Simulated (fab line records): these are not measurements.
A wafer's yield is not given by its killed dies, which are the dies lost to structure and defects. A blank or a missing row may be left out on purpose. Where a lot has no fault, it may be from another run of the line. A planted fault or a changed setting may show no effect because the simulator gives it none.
Split-lot experiment -- flow sky130 -- 23 wafers read from 5 lots, route of 708 steps

ABOUT THE SPLIT
At SKY_METAL5_SPUTTER_03 (material Ti, target thk 5 nm, time 3.3 s), the setting power_w was moved away from the recipe's 3000 W on 11 of the 23 wafers read, by -4.1% to +11.1%. The other wafers ran this setting at the recipe's value.

The reading is taken at the split's own step.

THE READING
Ti_of_METAL5_SPUTTER_03.thk_nm (the simulator's own value, which no gauge read), in nm, at SKY_METAL5_SPUTTER_03 (material Ti, target thk 5 nm, time 3.3 s). There is no usual value for it anywhere in the file. The 12 wafers here that ran the recipe average 4.997 nm, standard deviation 0.09 nm.

wafer,"tool, chamber at the split","power_w as run, W",against the recipe,"Ti_of_METAL5_SPUTTER_03.thk_nm, nm",against lot-mates on the recipe
L074.1,"pvd_sputter-04, -",2877,-4.1%,4.6,-0.240
L074.2,"pvd_sputter-04, -",3000,recipe,4.902,-
L074.3,"pvd_sputter-04, -",2877,-4.1%,4.618,-0.221
L074.5,"pvd_sputter-04, -",2877,-4.1%,4.703,-0.136
L074.6,"pvd_sputter-04, -",3000,recipe,4.777,-
L075.1,"pvd_sputter-04, -",3000,recipe,5.005,-
L075.3,"pvd_sputter-04, -",3333,+11.1%,5.517,+0.474
L075.4,"pvd_sputter-04, -",3333,+11.1%,5.426,+0.383
L075.5,"pvd_sputter-04, -",3333,+11.1%,5.466,+0.423
L075.6,"pvd_sputter-04, -",3000,recipe,5.082,-
L076.1,"pvd_sputter-01, -",3000,recipe,5.036,-
L076.2,"pvd_sputter-01, -",3000,recipe,5.062,-
L076.5,"pvd_sputter-01, -",3000,recipe,5.084,-
L083.1,"pvd_sputter-01, -",3000,recipe,5.06,-
L083.2,"pvd_sputter-01, -",3314,+10.5%,5.408,+0.428
L083.3,"pvd_sputter-01, -",3314,+10.5%,5.419,+0.439
L083.4,"pvd_sputter-01, -",3000,recipe,4.99,-
L083.5,"pvd_sputter-01, -",3000,recipe,4.891,-
L085.1,"pvd_sputter-03, -",3287,+9.6%,5.602,+0.567
L085.2,"pvd_sputter-03, -",3287,+9.6%,5.577,+0.542
L085.3,"pvd_sputter-03, -",3000,recipe,5.029,-
L085.4,"pvd_sputter-03, -",3287,+9.6%,5.51,+0.475
L085.6,"pvd_sputter-03, -",3000,recipe,5.041,-

THE FIT
A straight line over all 23 wafers: Ti_of_METAL5_SPUTTER_03.thk_nm changes by +0.052 nm for each +1% of power_w; r = +0.95; the points scatter about the line by 0.1 nm.
The same after taking each lot's own level away (the mean of its wafers on the recipe; 23 wafers): +0.0448 nm for each +1%; r = +0.97; scatter 0.065 nm.
On that fit, the largest move of power_w shifts the reading by 0.5 nm.
Measured against the standard deviation above, the lots' own levels, which go from 4.8395 to 5.0607 nm, span 2.5 times it.
So the slope is not independent of the lot-to-lot level: the two fits are not the same.
Check: with one of the wafers moved furthest among these (+11.1%) left out of the fit, the line predicts +0.5 nm for it against its lot-mates. It came out at +0.474 nm against them.

OTHER SPLITS APPLIED TO THESE WAFERS
Other splits were also applied to these wafers ahead of the reading. Each is held against what the fit with the lots' levels taken away leaves over:
other split on the same wafers,wafers away from the commonest value,r with Ti_of_METAL5_SPUTTER_03.thk_nm (lot level and that fit taken away)
SKY_VIA4_CVD_18 temp_c,9,+0.43

THE FILE'S OWN FIT
Ti_of_METAL5_SPUTTER_03.thk_nm changes by +0.0444 nm for each +1% of power_w, r = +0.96.
